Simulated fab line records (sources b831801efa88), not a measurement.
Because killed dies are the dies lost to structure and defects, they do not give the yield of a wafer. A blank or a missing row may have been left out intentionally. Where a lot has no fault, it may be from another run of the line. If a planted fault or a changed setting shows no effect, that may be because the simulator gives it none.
Chamber matching + flow sky130 + SKY_VIA2_CMP_02 on cmp-02: 4 sister chambers
The step polishes SiO2. 8 wafers are shown with their chamber, then 9 later ones without.

== WAFERS, EACH WITH ITS CHAMBER ==
| wafer  | chamber | motor-current-A (A) | platen-rpm (rpm) |
|--------|---------|---------------------|------------------|
| L979.3 | 1       | 12.7                | 59.98            |
| L979.4 | 2       | 12.1                | 60.03            |
| L980.1 | 3       | 10.6                | 60.00            |
| L980.4 | 0       | 11.0                | 60.02            |
| L980.5 | 1       | 12.3                | 60.00            |
| L987.2 | 0       | 10.8                | 60.00            |
| L987.4 | 2       | 11.9                | 59.96            |
| L987.6 | 3       | 11.3                | 59.99            |

== WAFERS WITH NO CHAMBER GIVEN ==
| wafer  | motor-current-A (A) | platen-rpm (rpm) |
|--------|---------------------|------------------|
| L988.2 | 11.0                | 59.92            |
| L988.4 | 10.7                | 60.02            |
| L988.6 | 12.1                | 60.05            |
| L989.1 | 11.0                | 60.07            |
| L989.5 | 10.6                | 59.97            |
| L989.6 | 12.7                | 59.95            |
| L992.1 | 12.6                | 59.94            |
| L992.3 | 11.1                | 59.99            |
| L992.4 | 12.0                | 59.90            |

== THE CHAMBER EACH PASSED THROUGH ==
| wafer  | from the rows above               | in truth |
|--------|-----------------------------------|----------|
| L988.2 | can't be placed: 3 or 0 or 2      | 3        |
| L988.4 | can't be placed: 0 or 3           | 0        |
| L988.6 | can't be placed: 2 or 1           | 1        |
| L989.1 | can't be placed: 0 or 3           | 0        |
| L989.5 | can't be placed: 3 or 0           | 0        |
| L989.6 | can't be placed: 1 or 2           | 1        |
| L992.1 | can't be placed: 1 or 2           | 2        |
| L992.3 | can't be placed: 3 or 0           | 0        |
| L992.4 | can't be placed: 2 or 1 or 3 or 0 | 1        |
0 of 9 placed correctly. Not placeable from these rows: 9 (in 9, the candidates include the true chamber). Number placed wrongly: 0.
How it was worked out, from the rows above alone: a wafer's distance from a chamber is the root of the sum, over the readings, of the square of ((its reading less the chamber's mean) divided by the reading's scatter). The wafer belongs to the nearest chamber; if the next one is less than 2 further off, it can't be placed. The mean given for a chamber averages the wafers shown for that chamber. The scatter: the root of (the sum of the squares of (reading less its chamber's mean) over the shown wafers, divided by (wafers less chambers)).
